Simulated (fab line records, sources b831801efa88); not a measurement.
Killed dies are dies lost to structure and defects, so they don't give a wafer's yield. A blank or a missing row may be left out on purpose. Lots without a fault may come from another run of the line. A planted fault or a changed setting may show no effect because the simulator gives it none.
A struck lot beside a sound one | flow sky130 | 43 steps out of a route of 708
Sound: wafers L978.2, L978.3, L978.5. Struck: wafers L987.1, L987.2, L987.4. The cause comes at the end.
At each step with rows: each side's tool, then ch and its chambers, then its first start. Under that, the readings that differ: sound wafers | struck wafers | difference of the means | sigmas: that difference in standard deviations of wafers without a fault.
alike: readings whose means differ by less than 2 such deviations, and words and numbers that are the same on both sides. not compared: withheld readings, readings that some wafer has no value for, bounds like >300 that may hide the same value, and numbers for which the record gives no deviation and whose values overlap.
The two part at a step that has a row with sigmas, a row that says differs or no value, or rows on one side only. Numbers that don't overlap but have no deviation are shown without sigmas and don't part them. A reading that every wafer of one side lacks parts them only if that side has two wafers or more.

SKY_CAPM_THK_MEAS_01:
  sound on film_metro-01, day 38 03:53; struck on film_metro-04, day 41 09:22
  reading              | sound             | struck            | difference | sigmas
  CAPM_CVD_00_THK (nm) | 15.13 15.21 14.97 | 15.38 15.53 15.75 | +0.45      | +2
SKY_CAPM_SPUTTER_02: material TiN, target thk 200 nm, time 166.7 s.
  sound on pvd_sputter-02, day 38 03:56; struck on pvd_sputter-01, day 41 09:25
  alike: throttle_valve_pct
SKY_CAPM_RS_MEAS_03: measures by four-point-probe.
  sound on film_metro-03, day 38 04:04; struck on film_metro-04, day 41 09:32
  alike: CAPM_TIN_RS
SKY_CAPM_THK_MEAS_04: measures by xrf.
  sound on film_metro-03, day 38 04:10; struck on film_metro-04, day 41 09:39
  alike: CAPM_TIN_THK
then, 7 steps without rows for these wafers: SKY_CAPM_DEHYDRATE_05 (time 60 s); SKY_CAPM_HMDS_06 (prime time 60 s); SKY_CAPM_COAT_07 (resist thk 1140 nm); SKY_CAPM_SOFTBAKE_08 (time 60 s); SKY_CAPM_EXPOSE_09 (exposes mask CAPM, target cd 1000 nm); SKY_CAPM_PEB_10; SKY_CAPM_DEVELOP_11 (develop time 60 s).
SKY_CAPM_OVL_MEAS_12:
  sound on overlay-01, day 39 04:59; struck on overlay-01, day 42 09:11
  alike: CAPM_OVL
SKY_CAPM_METAL_ETCH_13: etches TiN in Cl2/BCl3, stops on SiO2, target depth 220 nm, time 62.9 s.
  sound on rie_metal-01 ch 1, day 39 05:03; struck on rie_metal-04 ch 0,1, day 42 09:14
  alike: drypump_motor_current_A, oes_product_au, throttle_valve_pct
  not compared: rf_hours_counter_h
SKY_CAPM_STRIP_14: strips in O2/N2.
  sound on plasma_asher-04 ch 0,1, day 39 05:11; struck on plasma_asher-03 ch 0,1, day 42 09:19
  reading                     | sound       | struck      | difference | sigmas
  drypump_motor_current_A (A) | 4.9 5.6 4.9 | 6.2 6.2 6.2 | +1.1       | +2
  alike: oes_product_au, strip_time_to_endpoint_s
  not compared: rf_hours_counter_h
then, 11 steps without rows for these wafers: SKY_CAPM_STRIP_15 (strips in post etch residue remover, time 1200 s); SKY_CAPM_CLEAN_16 (cleans in IPA, time 180 s); SKY_CAPM_CLEAN_17 (cleans in O3/DIW); SKY_METAL3_DEHYDRATE_05 (time 60 s); SKY_METAL3_HMDS_06 (prime time 60 s); SKY_METAL3_COAT_07 (resist thk 60 nm); SKY_METAL3_COAT_08 (resist thk 1140 nm); SKY_METAL3_SOFTBAKE_09 (time 90 s); SKY_METAL3_EXPOSE_10 (exposes mask MM3, target cd 300 nm); SKY_METAL3_PEB_11; SKY_METAL3_DEVELOP_12 (develop time 60 s).
SKY_METAL3_CD_MEAS_13: target cd 300 nm.
  sound on cd_sem-02, day 40 07:16; struck on cd_sem-02, day 43 07:59
  alike: cd_nm
SKY_METAL3_OVL_MEAS_14:
  sound on overlay-01, day 40 07:22; struck on overlay-01, day 43 08:06
  alike: METAL3_OVL
then, 1 step without rows for these wafers: SKY_METAL3_DESCUM_15 (chemistry O2, time 8 s).
SKY_METAL3_ETCH_16: etches BARC in N2/H2, stops on SiO2, time 88.2 s, target depth 60 nm.
  sound on rie_metal-02 ch 0,1, day 40 07:25; struck on rie_metal-04 ch 0,1, day 43 08:10
  alike: drypump_motor_current_A, oes_product_au, throttle_valve_pct
  not compared: rf_hours_counter_h
SKY_METAL3_ETCH_17: etches SiO2 in C4F8/O2/Ar, stops on TiN, time 3.9 s, target depth 15 nm.
  sound on rie_diel-02 ch 1,2,3, day 40 07:31; struck on rie_diel-04 ch 0,1,3, day 43 08:16
  reading               | sound             | struck            | difference | sigmas
  oes_product_au (a.u.) | 0.738 0.739 0.743 | 0.749 0.755 0.763 | +0.016     | +2
  not compared: rf_hours_counter_h
then, 1 step without rows for these wafers: SKY_METAL3_METAL_ETCH_18 (etches the open film in Cl2/BCl3, stops on SiO2, target depth 845 nm, time 183.1 s).
SKY_METAL3_STRIP_19: strips in O2/N2.
  sound on plasma_asher-04 ch 0,1, day 40 07:54; struck on plasma_asher-04 ch 0,1, day 43 08:28
  reading                      | sound             | struck            | difference | sigmas
  oes_product_au (a.u.)        | 0.515 0.521 0.518 | 0.493 0.496 0.499 | -0.022     | -3
  strip_time_to_endpoint_s (s) | 6.91 6.88 6.91    | 6.29 6.38 6.39    | -0.55      | -4
  alike: drypump_motor_current_A
  not compared: rf_hours_counter_h
then, 4 steps without rows for these wafers: SKY_METAL3_STRIP_20 (strips in post etch residue remover, time 1200 s); SKY_METAL3_CLEAN_21 (cleans in IPA, time 180 s); SKY_METAL3_CLEAN_22 (cleans in O3/DIW); SKY_VIA3_HDPCVD_00 (deposits SiO2, target thk 1635 nm, time 272.5 s).
SKY_VIA3_THK_MEAS_01:
  sound on film_metro-04, day 40 08:45; struck on film_metro-04, day 43 09:14
  alike: VIA3_HDPCVD_THK
then, 1 step without rows for these wafers: SKY_VIA3_CMP_02 (polishes SiO2).
SKY_VIA3_BOW_MEAS_03:
  sound on film_metro-04, day 40 09:07; struck on film_metro-02, day 43 09:35
  alike: VIA3_BOW
then, 3 steps without rows for these wafers: SKY_VIA3_DEHYDRATE_04 (time 60 s); SKY_VIA3_HMDS_05 (prime time 60 s); SKY_VIA3_COAT_06 (resist thk 60 nm).
-- the record jumps here: 6 days lie between the struck wafers' starts before and after (it left off in module VIA3 and takes up again in module PAD_OPEN, whose first step shown is number 708 of the route) --
SKY_PAD_OPEN_PROBE_99:
  sound on prober-01, day 47 06:16; struck on prober-02, day 49 16:36
  reading                               | sound              | struck            | difference | sigmas
  defect_limited_yield (%)              | 83.9 83.9 82.3     | 72.4 74.4 73.8    | -9.8       | -5
  killed_at_other                       | 0 0 1              | 57 55 49          | +53        | +99 or more
  killed_dies                           | 79 79 87           | 136 126 129       | +49        | +5
  sort_bin_3_pad_short (%)              | 1.4 0.6 0.8        | 2.8 3.3 1.8       | +1.7       | +4
  sort_bin_5_function (%)               | 8.1 10.2 11.0      | 16.1 15.0 18.9    | +6.9       | +5
  sort_n_pass                           | 413 413 405        | 356 366 363       | -49        | -5
  sort_yield_pct (%)                    | 83.9 83.9 82.3     | 72.4 74.4 73.8    | -9.8       | -5
  model.etest.tester.sort_n_pass        | 413 413 405        | 356 366 363       | -49        |
  model.etest.tester.sort_yield_pct (%) | 83.94 83.94 82.32  | 72.36 74.39 73.78 | -9.89      |
  model.etest.tester.sort_bin_5_pct (%) | 8.13 10.16 10.98   | 16.06 15.04 18.9  | +6.91      |
  model.etest.tester.sort_bin_3_pct (%) | 1.423 0.6098 0.813 | 2.846 3.252 1.829 | +1.694     |
  alike: killed_at_M0_to_M3, killed_at_M4_up, killed_at_contacts, killed_at_front_end, killed_open, killed_short, sort_bin_6_memory

WHERE THEY PART
First at SKY_CAPM_THK_MEAS_01; last, within this record, at SKY_PAD_OPEN_PROBE_99.

WHY: what the simulator had put in
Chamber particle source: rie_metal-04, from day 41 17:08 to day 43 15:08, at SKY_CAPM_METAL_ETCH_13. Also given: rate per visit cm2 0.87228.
